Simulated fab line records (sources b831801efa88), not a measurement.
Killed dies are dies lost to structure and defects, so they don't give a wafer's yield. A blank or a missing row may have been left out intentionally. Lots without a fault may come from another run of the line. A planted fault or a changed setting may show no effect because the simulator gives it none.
Chamber matching || flow sky130 || 4 sister chambers for SKY_VIA1_CMP_02 on cmp-02
The step polishes SiO2. 7 wafers are shown with their chamber, then 9 later ones without.

== EACH WAFER AND ITS CHAMBER ==
{"wafer": "L653.2", "chamber": 0, "motor-current-A (A)": 13.0, "platen-rpm (rpm)": 59.99}
{"wafer": "L655.5", "chamber": 3, "motor-current-A (A)": 13.7, "platen-rpm (rpm)": 60.00}
{"wafer": "L656.2", "chamber": 2, "motor-current-A (A)": 13.1, "platen-rpm (rpm)": 59.95}
{"wafer": "L656.3", "chamber": 0, "motor-current-A (A)": 12.2, "platen-rpm (rpm)": 59.96}
{"wafer": "L663.1", "chamber": 2, "motor-current-A (A)": 13.3, "platen-rpm (rpm)": 59.91}
{"wafer": "L663.3", "chamber": 1, "motor-current-A (A)": 11.5, "platen-rpm (rpm)": 59.93}
{"wafer": "L663.5", "chamber": 1, "motor-current-A (A)": 11.5, "platen-rpm (rpm)": 59.97}

== WAFERS WITH NO CHAMBER GIVEN ==
{"wafer": "L664.3", "motor-current-A (A)": 11.9, "platen-rpm (rpm)": 59.97}
{"wafer": "L664.4", "motor-current-A (A)": 13.1, "platen-rpm (rpm)": 59.99}
{"wafer": "L664.5", "motor-current-A (A)": 12.4, "platen-rpm (rpm)": 59.97}
{"wafer": "L665.2", "motor-current-A (A)": 12.9, "platen-rpm (rpm)": 60.02}
{"wafer": "L665.3", "motor-current-A (A)": 11.2, "platen-rpm (rpm)": 60.05}
{"wafer": "L665.4", "motor-current-A (A)": 13.9, "platen-rpm (rpm)": 60.08}
{"wafer": "L666.1", "motor-current-A (A)": 13.0, "platen-rpm (rpm)": 60.07}
{"wafer": "L666.3", "motor-current-A (A)": 12.4, "platen-rpm (rpm)": 60.07}
{"wafer": "L666.4", "motor-current-A (A)": 14.5, "platen-rpm (rpm)": 59.97}

== THE CHAMBER EACH PASSED THROUGH ==
{"wafer": "L664.3", "from the rows above": "can't be placed: 1 or 0", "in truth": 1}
{"wafer": "L664.4", "from the rows above": "can't be placed: 0 or 3 or 2", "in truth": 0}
{"wafer": "L664.5", "from the rows above": 0, "in truth": 0}
{"wafer": "L665.2", "from the rows above": "can't be placed: 0 or 3 or 2", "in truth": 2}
{"wafer": "L665.3", "from the rows above": "can't be placed: 1 or 0", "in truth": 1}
{"wafer": "L665.4", "from the rows above": 3, "in truth": 3}
{"wafer": "L666.1", "from the rows above": "can't be placed: 3 or 0 or 2", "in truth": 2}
{"wafer": "L666.3", "from the rows above": "can't be placed: 0 or 3 or 1", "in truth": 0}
{"wafer": "L666.4", "from the rows above": "can't be placed: 3 or 2", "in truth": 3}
2 of 9 placed correctly. These rows do not allow placing 7 (true chamber among the candidates in 7). Number placed wrongly: 0.
How it was worked out, from the rows above alone: a wafer's distance from a chamber is the root of the sum, over the readings, of the square of ((its reading less the chamber's mean) divided by the reading's scatter). The wafer belongs to the nearest chamber; if the next one is less than 2 further off, it can't be placed. For every chamber, the mean is computed from those of its wafers that are shown. The scatter: take each reading less its chamber's mean, square it, sum over the shown wafers, divide by the number of wafers less the number of chambers, and take the root.
